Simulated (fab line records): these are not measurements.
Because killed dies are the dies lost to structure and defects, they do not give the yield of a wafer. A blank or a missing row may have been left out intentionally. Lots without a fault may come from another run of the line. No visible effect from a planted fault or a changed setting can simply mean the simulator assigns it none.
The same fault as seen by 2 desks :: flow sky130 :: each desk holds nothing but its own numbers, with what lay behind them at the end

== METROLOGY DESK ==
What the gauges read for every lot (on any tool): the sampled wafers with a number, averaged. Marked OUT: a lot whose mean sits more than 4 standard deviations from the usual mean, which makes it out of limits; the brackets give that distance.
Columns: A = VIA1_HDPCVD_THK at SKY_VIA1_THK_MEAS_01, usual 1028 nm
lot: L305
first seen here: day 32 19:31
A: 1027

lot: L306
first seen here: day 33 09:20
A: 1017

lot: L309
first seen here: day 33 21:15
A: 1050

lot: L308
first seen here: day 34 00:53
A: 1044

lot: L310
first seen here: day 34 14:37
A: 1041

lot: L311
first seen here: day 35 02:46
A: 685 (-29) OUT

lot: L313
first seen here: day 35 09:20
A: 861 (-14) OUT

lot: L323
first seen here: day 38 13:26
A: 1017

lot: L324
first seen here: day 39 00:03
A: 1028

lot: L326
first seen here: day 39 06:29
A: 1024

lot: L325
first seen here: day 39 13:07
A: 1016

lot: L327
first seen here: day 39 22:33
A: 1018
Per this desk, out of limits: L311, L313; the first was L311, day 35 02:46 (VIA1_HDPCVD_THK at SKY_VIA1_THK_MEAS_01). In limits: L305, L306, L309, L308, L310, L323, L324, L326, L325, L327.

== DESK OF THE TOOL OWNER: hdpcvd-01 ==
The tool's own readings at SKY_VIA1_HDPCVD_00 (deposits SiO2, target thk 1030 nm, time 171.7 s): means of the sampled wafers that have a number, for each lot that ran on this tool. Marked OUT: a lot whose mean sits more than 4 standard deviations from the usual mean, which makes it out of limits; the brackets give that distance.
Columns: A = pressure mtorr at SKY_VIA1_HDPCVD_00, usual 5.999 mTorr; B = sih4 flow sccm at SKY_VIA1_HDPCVD_00, usual 59.99 sccm
lot: L309
first seen here: day 33 21:08
A: 5.988
B: 60.19

lot: L308
first seen here: day 34 00:46
A: 5.999
B: 60.06

lot: L310
first seen here: day 34 14:29
A: 6.002
B: 59.99

lot: L311
first seen here: day 35 02:40
A: 6.002
B: 39.97 (-99 or more) OUT

lot: L313
first seen here: day 35 09:13
A: 5.989
B: 49.83 (-56) OUT

lot: L324
first seen here: day 38 23:56
A: 5.997
B: 60.03

lot: L326
first seen here: day 39 06:22
A: 5.995
B: 59.78
This desk's finding: out of limits on L311, L313; first on L311, day 35 02:40 (sih4 flow sccm at SKY_VIA1_HDPCVD_00). In limits: L309, L308, L310, L324, L326.

== PUT TOGETHER ==
The tool owner's desk could have raised an alarm at day 35 02:40, on L311, L313.
At day 35 02:46 the metrology desk could have sounded an alarm, on L311, L313.
Of the lots named, all ran SKY_VIA1_HDPCVD_00 on hdpcvd-01.

== WHAT THE SIMULATOR HAD PUT IN ==
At SKY_VIA1_HDPCVD_00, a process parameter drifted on hdpcvd-01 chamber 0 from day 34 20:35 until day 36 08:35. Setting sih4 flow sccm shifted by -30 from 60. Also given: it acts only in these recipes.
Shown lots that were struck: L311, L313.
Counting hours from when the fault started, the first reading out of limits came at 6 for the tool owner's desk and at 6 for the metrology desk.
